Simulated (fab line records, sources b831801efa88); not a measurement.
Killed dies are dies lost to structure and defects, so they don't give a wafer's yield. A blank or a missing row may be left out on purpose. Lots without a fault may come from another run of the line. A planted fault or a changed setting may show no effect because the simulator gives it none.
One fault seen from 2 desks | flow sky130 | each desk has only its own numbers; what lay behind them comes last

THE TOOL OWNER'S DESK: litho_track-01
The tool's own readings at SKY_PASSIVATION_DEVELOP_10 (develop time 60 s): means of the sampled wafers that have a number, for each lot that ran on this tool. A lot is out of limits, marked OUT, if its mean lies more than 4 standard deviations from the usual mean; the brackets give that distance.
Columns: A = chill_plate_temp_C at SKY_PASSIVATION_DEVELOP_10, usual 22.99 C
lot  | first seen here | A
L252 | day 44 15:00    | 22.91
L261 | day 48 08:00    | 22.93
L267 | day 48 09:00    | 23.03
L271 | day 49 08:00    | 23.10
L273 | day 49 13:00    | 22.99
L274 | day 50 11:00    | 22.84
This desk's finding: nothing out of limits on any of the 6 lots.

THE METROLOGY DESK
What the gauges read, lot by lot, whatever tool the lot ran on: means of the sampled wafers that have a number. A lot is out of limits, marked OUT, if its mean lies more than 4 standard deviations from the usual mean; the brackets give that distance.
Columns: A = METAL5_ALCU_RS at SKY_METAL5_RS_MEAS_05, usual 0.0270 ohm/sq
lot  | first seen here | A
L252 | day 42 17:43    | 0.0272
L253 | day 42 22:07    | 0.0273
L255 | day 43 19:28    | 0.0275
L257 | day 44 05:35    | 0.0274
L256 | day 44 09:34    | 0.0268
L258 | day 46 09:51    | 0.0272
L259 | day 46 13:25    | 0.0271
L263 | day 46 14:55    | 0.0264
L261 | day 46 15:16    | 0.0273
L267 | day 46 17:23    | 0.0268
L271 | day 47 16:00    | 0.0268
L272 | day 47 18:13    | 0.0274
L273 | day 47 21:34    | 0.0267
L274 | day 49 02:11    | 0.0270
This desk's finding: nothing out of limits on any of the 14 lots.

PUT TOGETHER
The tool owner's desk saw nothing out of limits.
The metrology desk saw nothing out of limits.

WHAT THE SIMULATOR HAD PUT IN
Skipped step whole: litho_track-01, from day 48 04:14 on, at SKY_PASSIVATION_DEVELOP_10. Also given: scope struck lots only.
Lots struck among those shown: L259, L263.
